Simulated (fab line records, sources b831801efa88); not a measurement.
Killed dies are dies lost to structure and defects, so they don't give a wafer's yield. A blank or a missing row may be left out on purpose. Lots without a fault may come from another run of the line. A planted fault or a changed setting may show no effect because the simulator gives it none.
One fault seen from 2 desks | flow gf180mcu | each desk has only its own numbers; what lay behind them comes last

THE TOOL OWNER'S DESK: pvd_sputter-02
The tool's own readings at GF_V5_SPUTTER_21 (material Ti, target thk 15 nm, time 80.02 s): means of the sampled wafers that have a number, for each lot that ran on this tool. A lot is out of limits, marked OUT, if its mean lies more than 4 standard deviations from the usual mean; the brackets give that distance.
Columns: A = throttle_valve_pct at GF_V5_SPUTTER_21, usual 30.4 %
lot  | first seen here | A
L592 | day 27 15:54    | 30.9
L607 | day 31 19:11    | 30.7
L608 | day 31 20:56    | 30.7
This desk's finding: nothing out of limits on any of the 3 lots.

THE METROLOGY DESK
What the gauges read, lot by lot, whatever tool the lot ran on: means of the sampled wafers that have a number. A lot is out of limits, marked OUT, if its mean lies more than 4 standard deviations from the usual mean; the brackets give that distance.
Columns: A = cd_nm at GF_V5_CD_MEAS_14, usual 260.3 nm; B = V5_OVL at GF_V5_OVL_MEAS_15, usual 1 nm
lot  | first seen here | A     | B
L592 | day 27 15:04    | 261.8 | 2
L594 | day 28 01:12    | 259.3 | 11
L607 | day 31 18:19    | 258.9 | 6
L608 | day 31 20:05    | 259.1 | 3
L613 | day 33 02:05    | 261.6 | 4
L614 | day 33 09:48    | 260.0 | -10
This desk's finding: nothing out of limits on any of the 6 lots.

PUT TOGETHER
The tool owner's desk saw nothing out of limits.
The metrology desk saw nothing out of limits.

WHAT THE SIMULATOR HAD PUT IN
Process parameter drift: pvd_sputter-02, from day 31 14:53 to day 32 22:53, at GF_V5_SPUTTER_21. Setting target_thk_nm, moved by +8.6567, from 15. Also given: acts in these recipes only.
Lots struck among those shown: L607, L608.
